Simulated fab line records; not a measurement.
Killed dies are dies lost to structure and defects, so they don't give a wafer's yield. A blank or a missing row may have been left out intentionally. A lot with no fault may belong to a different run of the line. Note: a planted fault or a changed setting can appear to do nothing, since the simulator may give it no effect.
Which tool is to blame? | flow sky130 | 10 lots with 30 wafers sampled at 5 steps, on a route of 708 steps

== WHAT EACH GAUGE READ, for each wafer ==
SKY_VIA3_THK_MEAS_23: measures by xrf.
lot  | measured     | on            | VIA3_W_THK (nm)
L757 | day 39 05:50 | film-metro-01 | 400 401 400
L758 | day 39 12:20 | film-metro-02 | 395 395 396
L759 | day 39 22:23 | film-metro-01 | 404 409 411
L764 | day 41 16:29 | film-metro-02 | 393 397 392
L766 | day 42 20:46 | film-metro-02 | 387 387 385
L770 | day 43 11:07 | film-metro-01 | 401 401 401
L775 | day 44 15:19 | film-metro-02 | 396 392 392
L777 | day 45 03:46 | film-metro-02 | 397 397 399
L778 | day 45 13:26 | film-metro-02 | 385 394 388
L780 | day 45 20:41 | film-metro-01 | 391 392 391

SKY_VIA4_RS_MEAS_19: measurement is done with a four-point probe.
lot  | measured     | on            | VIA4_W_RS (ohm/sq)
L757 | day 42 09:39 | film-metro-01 | 0.2216 0.2197 0.2213
L758 | day 42 16:46 | film-metro-03 | 0.2271 0.2268 0.2308
L759 | day 43 00:41 | film-metro-01 | 0.2267 0.2214 0.2273
L764 | day 44 16:58 | film-metro-03 | 0.2272 0.1416 0.1426
L766 | day 45 20:23 | film-metro-02 | 0.1417 0.2270 0.1427
L770 | day 46 05:01 | film-metro-03 | 0.2283 0.2257 0.2251
L775 | day 47 06:51 | film-metro-01 | 0.2265 0.2249 0.2267
L777 | day 47 19:46 | film-metro-03 | 0.2255 0.2263 0.2272
L778 | day 48 03:46 | film-metro-02 | 0.2245 0.2248 0.2235
L780 | day 48 11:35 | film-metro-01 | 0.2229 0.2239 0.2246

SKY_VIA4_THK_MEAS_20: measures by xrf.
lot  | measured     | on            | VIA4_W_THK (nm)
L757 | day 42 09:45 | film-metro-01 | 518 522 514
L758 | day 42 16:53 | film-metro-03 | 500 505 496
L759 | day 43 00:47 | film-metro-01 | 508 525 508
L764 | day 44 17:05 | film-metro-03 | 511 813 813
L766 | day 45 20:31 | film-metro-02 | 806 503 804
L770 | day 46 05:08 | film-metro-03 | 506 513 516
L775 | day 47 06:58 | film-metro-01 | 507 511 508
L777 | day 47 19:53 | film-metro-03 | 505 504 501
L778 | day 48 03:53 | film-metro-02 | 510 510 506
L780 | day 48 11:42 | film-metro-01 | 515 512 516

== TOOL THAT RAN EACH LOT (tool first, then ch and the chambers of the sampled wafers, then the start) ==
lot  | SKY_METAL4_SPUTTER_03        | SKY_VIA4_CVD_18
L757 | pvd-sputter-03, day 39 06:15 | cvd-w-01 ch 0,1, day 42 09:31
L758 | pvd-sputter-02, day 39 12:47 | cvd-w-02 ch 0,1, day 42 16:37
L759 | pvd-sputter-03, day 39 22:49 | cvd-w-02 ch 0,1, day 43 00:32
L764 | pvd-sputter-03, day 41 16:55 | cvd-w-02 ch 0,1, day 44 16:49
L766 | pvd-sputter-04, day 42 21:13 | cvd-w-02 ch 0,1, day 45 20:14
L770 | pvd-sputter-04, day 43 11:34 | cvd-w-01 ch 0,1, day 46 04:52
L775 | pvd-sputter-02, day 44 15:46 | cvd-w-01 ch 0,1, day 47 06:41
L777 | pvd-sputter-02, day 45 04:11 | cvd-w-01 ch 0,1, day 47 19:35
L778 | pvd-sputter-04, day 45 13:53 | cvd-w-02 ch 0,1, day 48 03:37
L780 | pvd-sputter-04, day 45 21:17 | cvd-w-01 ch 0,1, day 48 11:25
- SKY_METAL4_SPUTTER_03: material Ti, target thk 5 nm, time 3.3 s.
- SKY_VIA4_CVD_18: deposits W, target thk 505 nm, time 152.14 s.

== AS READ BY THE TOOLS THEMSELVES (means over the sampled wafers that have a number; for cases with no such wafer, the mark the record gives instead) ==
SKY_METAL4_SPUTTER_03.
lot  | tool           | throttle-valve-pct (%)
L757 | pvd-sputter-03 | 31.2
L758 | pvd-sputter-02 | 30.2
L759 | pvd-sputter-03 | 30.8
L764 | pvd-sputter-03 | 31.2
L766 | pvd-sputter-04 | 30.1
L770 | pvd-sputter-04 | 30.4
L775 | pvd-sputter-02 | 30.3
L777 | pvd-sputter-02 | 30.6
L778 | pvd-sputter-04 | 30.1
L780 | pvd-sputter-04 | 30.4

SKY_VIA4_CVD_18.
lot  | tool     | heater-power-w (W) | susceptor-temp-C (C)
L757 | cvd-w-01 | 786                | 400.08
L758 | cvd-w-02 | 818                | 400.25
L759 | cvd-w-02 | 826                | 399.78
L764 | cvd-w-02 | 790                | 400.01
L766 | cvd-w-02 | 803                | 400.17
L770 | cvd-w-01 | 731                | 400.14
L775 | cvd-w-01 | 783                | 400.13
L777 | cvd-w-01 | 742                | 400.20
L778 | cvd-w-02 | 809                | 400.02
L780 | cvd-w-01 | 733                | 400.06

== THE ANSWER, worked out from the rows above alone ==
Rule: usual is defined by the lots themselves. The widest of any qualifying gaps counts: lots, ordered by their means at a reading, are off when they make up no more than a third of the lots, leave a main group of 4 or more, and stand apart from it by 3 or more times the standard deviation of that group's means. Not used: any main group whose means are identical at the precision the tables above print for the reading. Also off: a lot with no number at a reading for which 4 or more lots have one. Any other lot the step has rows for is counted as sound. First the gauges in route order, then the tools' own readings, where a lot's mean is used as printed above. The first step at which some lot is off is used, and at that step the reading that is off furthest; a lot without a number counts as furthest.
Off: L764, L766, at SKY_VIA4_RS_MEAS_19 (VIA4_W_RS). Mean 0.2251 ohm/sq and standard deviation 0.0021 in the main group.
A tool fits if, at a process step before that reading, it ran every lot that is off, and no sound lot after the first of them. Those tools and the gauges at SKY_VIA4_RS_MEAS_19 are tried in the same way. None of those tried fits.

== WHAT HAD BEEN PUT IN BY THE SIMULATOR ==
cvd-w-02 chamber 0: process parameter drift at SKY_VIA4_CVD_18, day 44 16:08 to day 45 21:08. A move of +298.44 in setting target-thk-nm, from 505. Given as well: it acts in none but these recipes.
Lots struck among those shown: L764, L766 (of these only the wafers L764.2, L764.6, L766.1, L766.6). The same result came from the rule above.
